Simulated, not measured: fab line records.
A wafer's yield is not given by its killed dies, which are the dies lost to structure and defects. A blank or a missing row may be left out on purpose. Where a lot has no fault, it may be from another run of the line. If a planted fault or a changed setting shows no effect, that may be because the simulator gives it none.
A struck lot beside a sound one || flow sky130 || 17 out of 708 route steps
Sound: the wafers L429.1, L429.3, L429.5. The struck wafers were L419.3, L419.4, L419.5. The cause is named last.
Per side, at each step with rows, come the tool, then ch with its chambers, and then its first start. Under that, the readings that differ: sound wafers || struck wafers || difference of the means || sigmas: that difference in standard deviations of wafers without a fault.
alike: a reading whose means differ by less than 2 such deviations, as well as words and numbers matching on both sides. not compared: withheld readings; readings where some wafer has no value; bounds like >300 that might hide an equal value; numbers whose values overlap and for which the record gives no deviation.
The two part at a step that has a row with sigmas, a row that says differs or no value, or rows on one side only. When numbers do not overlap yet have no deviation, they are printed without sigmas and do not part them. A reading that every wafer of one side lacks parts them only if that side has two wafers or more.

first, 1 step without rows for these wafers: SKY_LDD_N_IMPLANT_15.
SKY_LDD_N_STRIP_16: strips in O2/N2.
  sound on plasma asher-03 ch 1, day 25 11:39; struck on plasma asher-03 ch 0,1, day 22 06:02
  alike: drypump motor current A, oes product au, strip time to endpoint s
  not compared: rf hours counter h
SKY_LDD_N_TW_MEAS_17:
  struck on film metro-01, day 22 06:07; sound on film metro-02, day 25 11:45
  alike: LDD_N_TW
then, 7 steps without rows for these wafers: SKY_LDD_P_DEHYDRATE_00 (time 60 s); SKY_LDD_P_HMDS_01 (prime time 60 s); SKY_LDD_P_COAT_02 (resist thk 1140 nm); SKY_LDD_P_SOFTBAKE_03 (time 60 s); SKY_LDD_P_EXPOSE_04 (exposes mask PSDM, target cd 380 nm); SKY_LDD_P_PEB_05; SKY_LDD_P_DEVELOP_06 (develop time 60 s).
SKY_LDD_P_CD_MEAS_07: the cd target is 380 nm.
  struck on cd sem-02, day 23 11:58; sound on cd sem-02, day 26 17:25
{"reading": "cd nm (nm)", "sound": "378.0 375.5 376.5", "struck": "381.9 381.8 381.2", "difference": "+5.0", "sigmas": "+2"}
SKY_LDD_P_OVL_MEAS_08:
  struck on overlay-01, day 23 12:04; sound on overlay-01, day 26 17:32
  alike: LDD_P_OVL
SKY_LDD_P_IMPLANT_09:
  sound on implanter-02 ch 0, day 26 17:34; struck on implanter-02 ch 0, day 23 12:08
{"reading": "dose ions cm2", "sound": "1e+13 9.989e+12 9.989e+12", "struck": "3.48e+12 3.479e+12 3.474e+12", "difference": -6.52e+12, "sigmas": "-99 or more"}
{"reading": "faraday current uA", "sound": "57.8 55.3 58.1", "struck": "20.2 19.8 20.1", "difference": -37.0, "sigmas": -34}
  alike: end station pressure torr
SKY_LDD_P_STRIP_10: strips in O2/N2.
  sound on plasma asher-02 ch 0, day 26 17:43; struck on plasma asher-01 ch 0,1, day 23 12:16
  alike: drypump motor current A, oes product au, strip time to endpoint s
  not compared: rf hours counter h
SKY_LDD_P_TW_MEAS_11:
  struck on film metro-02, day 23 12:22; sound on film metro-02, day 26 17:49
{"reading": "LDD_P_TW", "sound": "633 633 632", "struck": "458 457 455", "difference": -176, "sigmas": -57}
then, 1 step without rows for these wafers: SKY_LDD_HVN_DEHYDRATE_00 (time 60 s).
-- the record jumps here: 25 days lie between the struck wafers' starts before and after (it left off in module LDD_HVN and takes up again in module PAD_OPEN, whose first step shown is number 708 of the route) --
SKY_PAD_OPEN_PROBE_99:
  struck on prober-01, day 48 18:50; sound on prober-02, day 50 18:20
{"reading": "model.etest.tip p.rs ohm sq", "sound": "6944 6932 6868", "struck": "1.691e+04 1.702e+04 1.735e+04", "difference": "+1.018e+04", "sigmas": ""}
{"reading": "model.etest.tip p.rs ohm sq range", "sound": "238.2 118.1 203.8", "struck": "711.9 703.8 884.6", "difference": "+580.1", "sigmas": ""}
{"reading": "model.etest.pfet_01v8.r on ohm um", "sound": "2901 2927 2992", "struck": "3189 3187 3241", "difference": "+266", "sigmas": ""}
{"reading": "model.etest.pfet_01v8.drive ua um", "sound": "193.3 192.2 185.7", "struck": "170 170.7 166.3", "difference": -21, "sigmas": ""}
{"reading": "model.etest.pfet_01v8_hvt.drive ua um", "sound": "143.9 142.4 138.8", "struck": "124.5 126 123.5", "difference": -17.0, "sigmas": ""}
{"reading": "model.etest.sram pfet latch.drive ua um", "sound": "142.9 141.8 136.8", "struck": "117.7 124.7 121.6", "difference": -19.2, "sigmas": ""}
{"reading": "model.etest.pfet_01v8_mvt.drive ua um", "sound": "152.3 151.6 148.3", "struck": "140.1 141.6 139.3", "difference": -10.4, "sigmas": ""}
  alike: killed_at_M0_to_M3, killed_at_M4_up, killed at contacts, killed at front end, killed at other, killed dies, killed open, killed short
  not compared: model.etest.tip p.rs ohm sq rim less centre

== WHERE THEY PART ==
At SKY_LDD_P_CD_MEAS_07 first; at SKY_LDD_P_TW_MEAS_11 last (within this record only). Later steps at which nothing parts them and some readings are alike: SKY_PAD_OPEN_PROBE_99.

WHY: whatever the simulator had introduced
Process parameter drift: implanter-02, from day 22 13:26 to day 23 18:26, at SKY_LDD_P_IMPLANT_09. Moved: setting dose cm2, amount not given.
